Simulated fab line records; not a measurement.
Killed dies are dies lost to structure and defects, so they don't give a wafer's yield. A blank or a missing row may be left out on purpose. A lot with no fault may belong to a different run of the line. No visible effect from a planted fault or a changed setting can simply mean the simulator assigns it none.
Split-lot experiment + flow sfq line + 5 lots, 23 wafers read, on a route of 325 steps

== THE SPLIT ITSELF ==
At SFQ_TRILAYER_I6_VIA_LITHO_EXPOSE_170 (exposes mask I6, target cd 700 nm), the setting dose mj was moved away from the recipe's 21.3 on 9 of the 23 wafers read, by -5.3% to +2.4%. For the rest of the wafers, this setting stayed at what the recipe calls for.

== FROM THE SPLIT TO THE READING: what the file shows between them, 2 steps ==
- SFQ_TRILAYER_I6_VIA_LITHO_PEB_172: peb time 60 s
- SFQ_TRILAYER_I6_VIA_LITHO_DEVELOP_171: time 60 s

== THE READING ==
I6.cd nm (the simulator's own value, which no gauge read), in nm, at SFQ_TRILAYER_I6_VIA_BARC_OPEN_VIA_ETCH_235 (etches BARC in O2, target depth 125 nm, time 41.7 s). The file does not state a usual value for it. Average 699.0 nm, standard deviation 0.86 nm, over the 14 wafers here run with the recipe.

| wafer  | tool, chamber at the split | dose mj as run | against the recipe | I6.cd nm, nm | against lot-mates on the recipe |
|--------|----------------------------|----------------|--------------------|--------------|---------------------------------|
| L077.1 | krf scanner-02, 0          | 20.18          | -5.3%              | 692          | -7.2                            |
| L077.2 | krf scanner-02, 0          | 21.3           | recipe             | 699.9        | -                               |
| L077.4 | krf scanner-02, 0          | 21.3           | recipe             | 698.6        | -                               |
| L077.5 | krf scanner-02, 0          | 20.18          | -5.3%              | 694.5        | -4.8                            |
| L077.6 | krf scanner-02, 0          | 20.18          | -5.3%              | 691          | -8.2                            |
| L079.1 | krf scanner-02, 0          | 21.3           | recipe             | 699.7        | -                               |
| L079.2 | krf scanner-02, 0          | 21.3           | recipe             | 699.6        | -                               |
| L079.3 | krf scanner-02, 0          | 21.82          | +2.4%              | 703          | +3.3                            |
| L079.4 | krf scanner-02, 0          | 21.82          | +2.4%              | 702.7        | +3.0                            |
| L079.6 | krf scanner-02, 0          | 21.82          | +2.4%              | 702.3        | +2.6                            |
| L080.1 | krf scanner-02, 0          | 20.72          | -2.7%              | 693.1        | -5.1                            |
| L080.2 | krf scanner-02, 0          | 20.72          | -2.7%              | 695.4        | -2.9                            |
| L080.3 | krf scanner-02, 0          | 21.3           | recipe             | 697.8        | -                               |
| L080.4 | krf scanner-02, 0          | 21.3           | recipe             | 698.7        | -                               |
| L080.5 | krf scanner-02, 0          | 20.72          | -2.7%              | 693.9        | -4.4                            |
| L081.1 | krf scanner-02, 0          | 21.3           | recipe             | 698.3        | -                               |
| L081.5 | krf scanner-02, 0          | 21.3           | recipe             | 698.3        | -                               |
| L081.4 | krf scanner-02, 0          | 21.3           | recipe             | 700.9        | -                               |
| L085.2 | krf scanner-01, 0          | 21.3           | recipe             | 699.9        | -                               |
| L085.3 | krf scanner-01, 0          | 21.3           | recipe             | 698.6        | -                               |
| L085.4 | krf scanner-01, 0          | 21.3           | recipe             | 697.8        | -                               |
| L085.5 | krf scanner-01, 0          | 21.3           | recipe             | 698.9        | -                               |
| L085.6 | krf scanner-01, 0          | 21.3           | recipe             | 699.3        | -                               |

THE FIT
A straight line over all 23 wafers: I6.cd nm changes by +1.37 nm for each +1% of dose mj; r = +0.94; the points scatter about the line by 1.1 nm.
The same after taking each lot's own level away (the mean of its wafers on the recipe; 23 wafers): +1.31 nm for each +1%; r = +0.95; scatter 0.94 nm.
The reading moves by 6.9 nm for the largest change in dose mj, on that fit.
Measured against the standard deviation above, the lots' own levels, which go from 698.25 to 699.65 nm, span 1.6 times it.
The two slopes are in agreement: the lot-to-lot level therefore moves the slope only a little.
Check: -6.87 nm against its lot-mates is what the line predicts for one of the wafers moved furthest among these (-5.3%) when that wafer is left out of the fit. Against them it came out at -7.25 nm.

== ADDITIONAL SPLITS CARRIED BY THESE WAFERS ==
Other splits were also applied to these wafers ahead of the reading. Each is held against what the fit with the lots' levels taken away leaves over:
| other split on the same wafers               | wafers away from the commonest value | r with I6.cd nm (lot level and that fit taken away) |
|----------------------------------------------|--------------------------------------|-----------------------------------------------------|
| SFQ_TRILAYER_C5_LITHO_COAT_151 resist thk nm | 6                                    | +0.05                                               |
| SFQ_TRILAYER_M6_LITHO_COAT_164 spin rpm      | 10                                   | -0.05                                               |

== FILE'S OWN FIT ==
I6.cd nm changes by +1.32 nm for each +1% of dose mj, r = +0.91.
